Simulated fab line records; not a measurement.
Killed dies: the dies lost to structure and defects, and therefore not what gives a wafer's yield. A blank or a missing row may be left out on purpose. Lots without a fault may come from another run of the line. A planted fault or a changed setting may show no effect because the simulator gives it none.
fab line records | flow sfqLine
record: lots: 6 wafers: 18 lastDay: 91
route steps=325 shown I4@168 JJ@178
lots with no fault: from the same line, run without faults
startH: start of the lot's first displayed wafer, in hours after the record's first day | waitH: how many hours have passed since the lot's step before this one | " same as the row above | L1.1+2: a single row standing in for several wafers | - no value present, or no start provided | * or withheld: withheld | < > ~ a bound
route shown NAME@n: names a module that has steps shown in the file, with the first one's number in the route | usual: average and standard deviation across the fault-free wafers | same: alike in all rows | chamber/n: place in a boat | sites: the reading at each site | _std_site: the values' standard deviation | _edge_site: the outer-site mean with the inner-site mean subtracted | radiusMm: how far each site lies from the wafer's centre | mask NAME#n: copy n | behind: the most recent tool/chamber to have shaped the wafer | hold: what put the lot on hold/how long, in hours/how the hold closed | device: the transistor (n, p or np) that didn't switch | end of line: the tests these same wafers got at the end of their route | a step given without rows: its recipe and nothing more | killed: dies that structure and defects cost at the first sort, which is not the same as the wafer's yield | map: shows each die of a wafer: x if killed, . if not, _ if none is there
set.NAME: setting as actually run; set.NAME@STEP: the setting as run at that earlier step | model.NAME: the simulator's own value behind a step, which no gauge read
lots at selected steps of the route; one table per step, one row per wafer
services: when a tool's chamber went out of use (startH, in hours from the record's first day, below 0 if earlier), for how many hours, and the reason
== steps ==
step: SFQ_TRILAYER_I4_VIA_LITHO_COAT_103
recipe: resist: KrF spinRpm: 3000 resistThkNm: 650
step: SFQ_TRILAYER_I4_VIA_LITHO_SOFTBAKE_107
recipe: tempC: withheld timeS: withheld resist: KrF
step: SFQ_TRILAYER_I4_VIA_LITHO_EXPOSE_104
recipe: maskId: I4 na: 0.6 sourceShape: conventional sigmaOuter: 0.65 targetCdNm: 700 doseMj: 21.3
step: SFQ_TRILAYER_I4_VIA_LITHO_PEB_106
recipe: pebTempC: 115 pebTimeS: 60 resist: KrF
step: SFQ_TRILAYER_I4_VIA_LITHO_DEVELOP_105
recipe: timeS: 60 resist: KrF
step: SFQ_I4_OVL_MEAS_928
usual: I4_OVL: 1/5.9
columns lot.wafer tool chamber startH waitH I4_OVL[nm]
L301.2 overlay-02 - 1222.97 0.1 11
L301.3 " - " " 11
L301.5 " - " " 15
L309.3 overlay-02 - 1280.50 0.1 -3
L309.5 " - " " 0
L309.6 " - " " -1
L316.2 overlay-02 - 1341.73 0.1 -4
L316.3 " - " " -4
L316.5 " - " " -1
L317.3 overlay-02 - 1348.94 0.1 0
L317.5 " - " " -6
L317.6 " - " " -1
L318.1 overlay-01 - 1351.32 0.1 6
L318.5 " - " " 7
L318.6 " - " " 5
L321.2 overlay-02 - 1381.33 0.1 11
L321.3 " - " " 7
L321.4 " - " " 6
step: SFQ_TRILAYER_I4_VIA_BARC_OPEN_VIA_ETCH_146
recipe: maskMaterial: PR chemistry: O2 targetDepthNm: 125 target: BARC sourceW: 500 biasW: 80 pressureMtorr: 30 timeS: 41.7
usual: chamberPressureMTorr: 29.998/0.028 drypumpMotorCurrentA: 5.8/0.47 oesProductAu: 0.686/0.0049
same: timeS: 41.7
columns lot.wafer tool chamber startH waitH chamberPressureMTorr drypumpMotorCurrentA oesProductAu rfHoursCounterH
L301.2 rieDiel-03 1 1223.00 0.0 30.028 4.9 0.684 14
L301.3 " 0 " " 30.022 5.8 0.691 2
L301.5 " 1 " " 30.041 4.9 0.683 -
L309.3 rieDiel-02 1 1280.52 0.0 30.015 6.0 0.689 10
L309.5 " 1 " " 29.953 6.0 0.695 -
L309.6 " 2 " " 29.974 4.6 0.686 -
L316.2 rieDiel-03 3 1341.76 0.0 30.006 5.9 0.684 8
L316.3 " 2 " " 30.001 5.7 0.685 9
L316.5 " 0 " " 29.936 5.7 0.692 -
L317.3 rieDiel-02 1 1348.96 0.0 30.031 6.0 0.689 11
L317.5 " 0 " " 30.048 6.0 0.681 -
L317.6 " 1 " " 30.001 6.0 0.681 -
L318.1 rieDiel-03 2 1351.36 0.0 29.996 5.7 0.681 9
L318.5 " 3 " " 30.002 5.9 0.684 -
L318.6 " 2 " " 30.013 5.7 0.690 -
L321.2 rieDiel-01 1 1381.36 0.0 29.953 6.0 0.687 9
L321.3 " 3 " " 29.986 6.2 0.680 14
L321.4 " 0 " " 29.996 6.0 0.687 15
step: SFQ_TRILAYER_I4_VIA_ETCH_VIA_ETCH_106
recipe: target: SiO2 stopOn: Nb maskMaterial: PR taperDeg: 20 chemistry: CHF3 targetDepthNm: 260 sourceW: 500 biasW: 81.01 pressureMtorr: 30 timeS: withheld
usual: chamberPressureMTorr: 29.995/0.028 drypumpMotorCurrentA: 5.8/0.47 oesProductAu: 0.856/0.0051
columns lot.wafer tool chamber startH waitH chamberPressureMTorr drypumpMotorCurrentA oesProductAu
L301.2 rieDiel-03 1 1223.04 0.0 30.032 4.9 0.856
L301.3 " 0 " " 29.961 5.7 0.857
L301.5 " 1 " " 29.983 4.9 0.859
L309.3 rieDiel-02 1 1280.56 0.0 30.004 6.0 0.849
L309.5 " 1 " " 29.936 6.0 0.857
L309.6 " 2 " " 30.042 4.7 0.857
L316.2 rieDiel-03 3 1341.80 0.0 30.029 5.9 0.849
L316.3 " 2 " " 30.032 5.7 0.852
L316.5 " 0 " " 29.983 5.7 0.847
L317.3 rieDiel-02 1 1349.00 0.0 30.011 6.0 0.860
L317.5 " 0 " " 29.957 5.9 0.850
L317.6 " 1 " " 29.990 6.0 0.855
L318.1 rieDiel-03 2 1351.40 0.0 29.980 5.7 0.866
L318.5 " 3 " " 30.005 5.9 0.860
L318.6 " 2 " " 30.029 5.6 0.855
L321.2 rieDiel-01 1 1381.40 0.0 29.982 6.0 0.851
L321.3 " 3 " " 29.915 6.2 0.858
L321.4 " 0 " " 29.946 6.0 0.862
step: SFQ_TRILAYER_I4_VIA_STRIP_STRIP_107
recipe: gas: O2 powerW: 200 platenTempC: 40 overashFraction: 0.65 chemistry: O2 pressureMtorr: 50
usual: chamberPressureMTorr: 50.00/0.053 drypumpMotorCurrentA: 5.8/0.47 oesProductAu: 1.005/0.0076
columns lot.wafer tool chamber startH waitH chamberPressureMTorr drypumpMotorCurrentA oesProductAu rfHoursCounterH
L301.2 rieMetal-04 0 1223.15 - 50.04 6.2 1.002 40
L301.3 " 1 " " 49.92 6.2 1.018 -
L301.5 " 1 " " 50.04 6.2 1.019 -
L309.3 rieMetal-01 1 1280.88 - 50.15 6.6 1.004 -
L309.5 " 0 " " 50.04 5.5 1.006 -
L309.6 " 1 " " 49.99 6.6 1.000 -
L316.2 rieMetal-03 1 1341.91 - 50.05 5.3 0.992 133
L316.3 " 1 " " 50.12 5.3 1.000 -
L316.5 " 1 " " 50.01 5.3 0.995 -
L317.3 rieMetal-01 0 1349.31 - 49.96 5.5 1.010 -
L317.5 " 0 " " 49.95 5.5 1.002 -
L317.6 " 1 " " 49.99 6.6 1.009 -
L318.1 rieMetal-04 0 1351.51 - 50.05 6.2 1.007 60
L318.5 " 1 " " 49.94 6.2 0.998 -
L318.6 " 0 " " 50.01 6.2 1.001 -
L321.2 rieMetal-01 1 1381.51 - 49.93 6.6 1.004 55
L321.3 " 0 " " 50.11 5.5 0.997 -
L321.4 " 1 " " 50.02 6.6 1.003 -
step: SFQ_TRILAYER_I4_VIA_STRIP_SOLV_CLEAN_108
recipe: chemistry: NMP tempC: 70 timeS: 600
step: SFQ_TRILAYER_JJ_TRILAYER_DEP_PRE_CLEAN_113
recipe: gas: Ar timeS: 22.5 biasV: 250
step: SFQ_TRILAYER_JJ_TRILAYER_DEP_SPUTTER_109
recipe: material: Nb basePressurePa: 1.33e-06 chamberPressurePa: 0.1333 substrateTempC: 20 targetThkNm: 150 powerW: 2000 timeS: 100
usual: chamberPressurePa: 0.13327/0.00027 throttleValvePct: 30.1/1
same: timeS: 100
columns lot.wafer tool chamber startH waitH chamberPressurePa throttleValvePct
L301.2 pvdSputter-06 - 1223.96 0.0 0.13285 30.7
L301.3 " - " " 0.13281 30.8
L301.5 " - " " 0.13319 29.8
L309.3 pvdSputter-04 - 1281.50 0.0 0.13345 29.5
L309.5 " - " " 0.13353 29.2
L309.6 " - " " 0.13355 27.9
L316.2 pvdSputter-06 - 1342.92 0.0 0.13312 29.7
L316.3 " - " " 0.13379 29.6
L316.5 " - " " 0.13296 29.7
L317.3 pvdSputter-04 - 1349.92 0.0 0.13355 29.3
L317.5 " - " " 0.13289 27.9
L317.6 " - " " 0.13382 29.3
L318.1 pvdSputter-06 - 1352.32 0.0 0.13363 29.6
L318.5 " - " " 0.13305 30.7
L318.6 " - " " 0.13294 31.0
L321.2 pvdSputter-04 - 1382.32 0.0 0.13305 30.5
L321.3 " - " " 0.13341 28.0
L321.4 " - " " 0.13368 31.0
step: SFQ_TRILAYER_JJ_TRILAYER_DEP_SPUTTER_110
recipe: material: Al basePressurePa: 1.33e-06 targetThkNm: 8 powerW: 500 timeS: 10 chamberPressurePa: 0.4
usual: chamberPressurePa: 0.4001/0.00082 throttleValvePct: 30.2/1
same: timeS: 10
columns lot.wafer tool chamber startH waitH chamberPressurePa throttleValvePct
L301.2 pvdSputter-06 - 1224.03 0.0 0.4007 30.8
L301.3 " - " " 0.3998 30.8
L301.5 " - " " 0.3987 30.0
L309.3 pvdSputter-04 - 1281.57 0.0 0.4002 29.6
L309.5 " - " " 0.4007 29.3
L309.6 " - " " 0.4007 27.9
L316.2 pvdSputter-06 - 1343.00 0.0 0.3851 30.1
L316.3 " - " " 0.3862 30.8
L316.5 " - " " 0.3856 29.9
L317.3 pvdSputter-04 - 1349.99 0.0 0.3998 29.4
L317.5 " - " " 0.3987 28.0
L317.6 " - " " 0.3979 29.2
L318.1 pvdSputter-06 - 1352.39 0.0 0.3865 30.2
L318.5 " - " " 0.3856 31.1
L318.6 " - " " 0.3840 31.4
L321.2 pvdSputter-04 - 1382.39 0.0 0.4004 30.8
L321.3 " - " " 0.3997 28.0
L321.4 " - " " 0.3975 31.1
step: SFQ_TRILAYER_JJ_TRILAYER_DEP_AL_OXIDATION_111
recipe: pressureMbar: 0.014667 oxidationTimeS: 600 temperatureK: 293
== services ==
columns tool chamber startH hours kind
rieDiel-03 2 1208.00 8.7 repair
rieDiel-03 2 1238.37 2.1 repair
rieDiel-01 3 1260.61 10.9 repair
rieDiel-02 - 1266.63 0.4 repair
pvdSputter-04 - 1266.81 9.1 repair
rieMetal-03 - 1268.83 1.4 pm
rieDiel-02 - 1269.39 2.8 pm
rieMetal-03 0 1272.26 9.1 repair
rieDiel-03 - 1276.68 0.6 repair
pvdSputter-06 - 1280.92 3.7 repair
rieDiel-02 - 1282.73 0.5 repair
pvdSputter-06 - 1296.51 4.2 repair
rieMetal-03 - 1297.81 2.5 repair
rieMetal-04 - 1312.11 2.2 repair
rieDiel-03 - 1332.14 1.1 repair
rieDiel-03 1 1339.95 14.0 repair
rieMetal-03 1 1376.55 - clean
rieMetal-03 1 1376.55 - consumableReplace:focusRing
rieMetal-03 1 1376.55 15.8 scheduledDown
rieMetal-03 1 1376.55 15.8 ventCycle
rieDiel-03 - 1378.48 0.9 repair
== key ==
firstSign: step: SFQ_TRILAYER_JJ_TRILAYER_DEP_SPUTTER_110 reading: chamberPressurePa direction: down sigmas: 18 usual: 0.4001 struck: 0.3855
effect none on later readings
metAt SFQ_TRILAYER_JJ_TRILAYER_DEP_SPUTTER_110
struckWafers L316.2,L316.3,L316.5,L318.1,L318.5,L318.6
onsetBetween 1224.03 1343.00
fault: kind: processParameterDrift tool: pvdSputter-06 chamber: - onsetH: 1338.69 steps: SFQ_TRILAYER_JJ_TRILAYER_DEP_SPUTTER_110 channel: chamberPressurePa offset: -0.014739 shape: step endH: 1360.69 actsIn: theseRecipesOnly stated: 0.4
